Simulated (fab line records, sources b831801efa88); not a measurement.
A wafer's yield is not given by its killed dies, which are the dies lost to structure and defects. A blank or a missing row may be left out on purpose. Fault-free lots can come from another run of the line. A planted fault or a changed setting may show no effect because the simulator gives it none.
Which tool did it? + flow gf180mcu + Sampling: 13 lots, 39 wafers, 6 of 602 route steps

## WHAT EACH GAUGE READ, for each wafer
GF_POLY_GATE_OVL_MEAS_11. Usual: for POLY_GATE_OVL the level is -3 nm and the standard deviation is 5.
| lot  | measured     | on         | POLY_GATE_OVL (nm) | flag |
|------|--------------|------------|--------------------|------|
| L944 | day 9 04:56  | overlay-01 | 1 -6 -7            |      |
| L945 | day 9 11:17  | overlay-02 | -12 1 -8           |      |
| L946 | day 9 19:21  | overlay-01 | 0 2 8              |      |
| L947 | day 10 02:59 | overlay-01 | -7 -10 -7          |      |
| L952 | day 11 15:38 | overlay-02 | 7 5 5              |      |
| L953 | day 12 01:50 | overlay-01 | 1 4 3              |      |
| L954 | day 12 10:48 | overlay-01 | -3 -4 -4           |      |
| L955 | day 12 15:26 | overlay-02 | 6 7 0              |      |
| L956 | day 12 21:35 | overlay-02 | -2 -1 -3           |      |
| L957 | day 13 03:07 | overlay-01 | -3 -5 -1           |      |
| L958 | day 13 11:17 | overlay-01 | -13 -7 -4          |      |
| L959 | day 13 17:11 | overlay-02 | -4 -2 -5           |      |
| L967 | day 16 04:05 | overlay-01 | -4 -11 -9          |      |

GF_HV_LDD_TW_MEAS_38. Usual: for HV_LDD_3_TW the level is 1433 and the standard deviation is 8.8.
| lot  | measured     | on            | HV_LDD_3_TW                   | flag |
|------|--------------|---------------|-------------------------------|------|
| L944 | day 11 13:35 | film-metro-01 | 1440 1437 1435                |      |
| L945 | day 11 21:23 | film-metro-03 | 1445 1433 1438                |      |
| L946 | day 12 04:23 | film-metro-04 | 1428 1429 1429                |      |
| L947 | day 12 12:42 | film-metro-03 | 1442 1451 1448                |      |
| L952 | day 14 05:32 | film-metro-01 | 1439 1438 1433                |      |
| L953 | day 14 16:11 | film-metro-01 | 1437 1436 1434                |      |
| L954 | day 15 01:32 | film-metro-01 | 1426 1421 1426                |      |
| L955 | day 15 07:26 | film-metro-04 | 1428 1421 1431                |      |
| L956 | day 15 14:32 | film-metro-01 | 1684 1686 1686 1697 1690 1686 | OFF  |
| L957 | day 15 22:03 | film-metro-04 | 1695 1693 1695 1692 1689 1700 | OFF  |
| L958 | day 16 05:55 | film-metro-04 | 1424 1423 1425                |      |
| L959 | day 16 12:17 | film-metro-01 | 1695 1700 1704 1695 1705 1692 | OFF  |
| L967 | day 19 04:38 | film-metro-04 | 1427 1433 1427                |      |

GF_HV_LDD_RS_MEAS_53: uses a four-point probe to measure. Usual: for HV_LDD_RS the level is 418.5 ohm/sq and the standard deviation is 0.9.
| lot  | measured     | on            | HV_LDD_RS (ohm/sq)                  | flag |
|------|--------------|---------------|-------------------------------------|------|
| L944 | day 12 08:20 | film-metro-04 | 417.7 418.3 417.8                   |      |
| L945 | day 12 17:48 | film-metro-03 | 419.7 419.5 418.5                   |      |
| L946 | day 13 00:32 | film-metro-01 | 419.8 419.2 418.8                   |      |
| L947 | day 13 09:06 | film-metro-01 | 418.1 418.5 417.8                   |      |
| L952 | day 15 02:32 | film-metro-01 | 419.5 419.2 418.8                   |      |
| L953 | day 15 13:55 | film-metro-01 | 418.8 417.8 418.6                   |      |
| L954 | day 15 23:41 | film-metro-03 | 419.6 419.0 419.5                   |      |
| L955 | day 16 05:43 | film-metro-03 | 419.4 418.0 419.2                   |      |
| L956 | day 16 13:16 | film-metro-03 | 369.3 369.5 369.4 369.7 370.0 368.9 | OFF  |
| L957 | day 16 21:06 | film-metro-01 | 367.8 368.5 367.8 367.7 369.2 368.7 | OFF  |
| L958 | day 17 04:59 | film-metro-04 | 418.9 418.5 419.3                   |      |
| L959 | day 17 11:28 | film-metro-01 | 370.1 369.7 370.1 370.6 369.9 370.4 | OFF  |
| L967 | day 20 04:58 | film-metro-01 | 419.5 419.1 420.7                   |      |

GF_HV_LDD_THK_MEAS_55. Usual: for HV_LDD_CVD_54_THK the level is 10.03 nm and the standard deviation is 0.17.
| lot  | measured     | on            | HV_LDD_CVD_54_THK (nm) | flag |
|------|--------------|---------------|------------------------|------|
| L944 | day 12 09:28 | film-metro-04 | 9.66 9.64 9.46         |      |
| L945 | day 12 18:56 | film-metro-01 | 10.06 10.03 9.98       |      |
| L946 | day 13 01:40 | film-metro-03 | 9.90 9.89 9.86         |      |
| L947 | day 13 10:50 | film-metro-01 | 10.09 10.08 10.10      |      |
| L952 | day 15 03:40 | film-metro-04 | 9.91 10.09 10.17       |      |
| L953 | day 15 15:03 | film-metro-01 | 9.90 9.90 9.99         |      |
| L954 | day 16 00:49 | film-metro-01 | 9.95 9.96 9.88         |      |
| L955 | day 16 06:51 | film-metro-04 | 10.07 9.80 9.72        |      |
| L958 | day 17 06:08 | film-metro-04 | 9.71 9.89 9.84         |      |
| L967 | day 20 06:37 | film-metro-04 | 10.42 10.41 10.43      |      |

GF_SAB_OVL_MEAS_10. Usual: for SAB_OVL the level is -0.6 nm and the standard deviation is 1.2.
| lot  | measured     | on         | SAB_OVL (nm)   | flag |
|------|--------------|------------|----------------|------|
| L944 | day 15 01:44 | overlay-01 | 0.0 -0.3 0.1   |      |
| L945 | day 15 11:41 | overlay-01 | 0.1 -0.5 0.0   |      |
| L946 | day 15 18:18 | overlay-02 | -0.4 -0.7 -0.5 |      |
| L947 | day 16 05:32 | overlay-01 | -1.1 -2.3 -1.5 |      |
| L952 | day 18 01:57 | overlay-01 | -0.9 -1.1 -2.2 |      |
| L953 | day 18 14:41 | overlay-02 | -0.1 1.2 -0.3  |      |
| L954 | day 19 01:11 | overlay-02 | -1.8 -0.9 0.2  |      |
| L955 | day 19 07:14 | overlay-01 | -0.4 -0.1 -0.8 |      |
| L958 | day 20 08:02 | overlay-01 | -1.0 -1.5 -1.0 |      |
| L967 | day 23 07:44 | overlay-02 | 0.5 -0.4 -0.4  |      |

## EACH LOT AND THE TOOL THAT RAN IT (in order: tool; ch and the chambers of the sampled wafers; start)
| lot  | GF_HV_LDD_IMPLANT_36            |
|------|---------------------------------|
| L944 | implanter-02 ch 0, day 11 13:20 |
| L945 | implanter-02 ch 0, day 11 21:08 |
| L946 | implanter-04 ch 0, day 12 04:08 |
| L947 | implanter-02 ch 0, day 12 12:29 |
| L952 | implanter-02 ch 0, day 14 05:18 |
| L953 | implanter-01 ch 0, day 14 15:56 |
| L954 | implanter-01 ch 0, day 15 01:19 |
| L955 | implanter-01 ch 0, day 15 07:11 |
| L956 | implanter-01 ch 0, day 15 14:18 |
| L957 | implanter-01 ch 0, day 15 21:50 |
| L958 | implanter-02 ch 0, day 16 05:38 |
| L959 | implanter-01 ch 0, day 16 12:02 |
| L967 | implanter-02 ch 0, day 19 04:23 |
- GF_HV_LDD_IMPLANT_36

## AS READ BY THE TOOLS THEMSELVES (means over the sampled wafers that have a number; for cases with no such wafer, the mark the record gives instead)
GF_HV_LDD_IMPLANT_36. Usual: beam-on-s 10.03 s, standard deviation 0.2; dose-ions-cm2 7.501e+12, standard deviation 8.5e+09; faraday-current-uA 42.2, standard deviation 0.84.
| lot  | tool         | beam-on-s (s) | dose-ions-cm2 | faraday-current-uA | flag |
|------|--------------|---------------|---------------|--------------------|------|
| L944 | implanter-02 | 10.06         | 7.493e+12     | 42.0               |      |
| L945 | implanter-02 | 10.21         | 7.505e+12     | 41.3               |      |
| L946 | implanter-04 | 9.99          | 7.500e+12     | 42.4               |      |
| L947 | implanter-02 | 9.92          | 7.499e+12     | 42.7               |      |
| L952 | implanter-02 | 10.08         | 7.502e+12     | 42.0               |      |
| L953 | implanter-01 | 10.13         | 7.506e+12     | 41.8               |      |
| L954 | implanter-01 | 10.07         | 7.496e+12     | 41.9               |      |
| L955 | implanter-01 | 9.90          | 7.510e+12     | 42.7               |      |
| L956 | implanter-01 | 10.20         | 2.907e+13     | 160.7              | OFF  |
| L957 | implanter-01 | 10.05         | 2.908e+13     | 163.3              | OFF  |
| L958 | implanter-02 | 9.97          | 7.485e+12     | 42.3               |      |
| L959 | implanter-01 | 9.99          | 2.908e+13     | 164.3              | OFF  |
| L967 | implanter-02 | 10.18         | 7.505e+12     | 41.6               |      |

## THE ANSWER, worked out from the rows above alone
Rule: a lot is off if the mean of its wafers that have a number lies more than 3 standard deviations from the usual mean. Also off: a lot with no number at a reading for which 4 or more lots have one. Where the step has rows for the other lots, those lots are counted as sound. After the gauges, taken in route order, come the tools' own readings; for these a lot's mean is taken, as printed above. The first step at which some lot is off is used, and at that step the reading that is off furthest; a lot without a number counts as furthest.
Off: L956, L957, L959, seen at GF_HV_LDD_TW_MEAS_38 (HV_LDD_3_TW).
If a tool, at a process step before that reading, ran all the lots that are off and no sound lot after the first of them, it fits. The gauges at GF_HV_LDD_TW_MEAS_38 aren't tried: what is off there is off at GF_HV_LDD_IMPLANT_36 too, on other tools, and a gauge's error can't cause that. One fits: implanter-01 at GF_HV_LDD_IMPLANT_36. A fault onset in the window from L955 (day 15 07:11, its last sound lot) to L956 (day 15 14:18, its first lot off) fits.
The tool's own readings at GF_HV_LDD_IMPLANT_36 bear it out: on the lots that are off they differ by more than 5 times the standard deviation of the sound lots' means. dose-ions-cm2 reads 2.908e+13 there against 7.500e+12 on the sound lots; faraday-current-uA reads 162.8 there against 42.1 on the sound lots.

## WHAT WAS PUT IN BY THE SIMULATOR
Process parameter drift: implanter-01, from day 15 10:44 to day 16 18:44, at GF_HV_LDD_IMPLANT_36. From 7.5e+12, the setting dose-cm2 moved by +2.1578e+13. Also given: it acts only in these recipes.
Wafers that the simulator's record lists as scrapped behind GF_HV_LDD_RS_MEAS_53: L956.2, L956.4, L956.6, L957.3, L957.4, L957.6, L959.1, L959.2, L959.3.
Struck lots among those shown: L956, L957, L959. The rule above found the same.
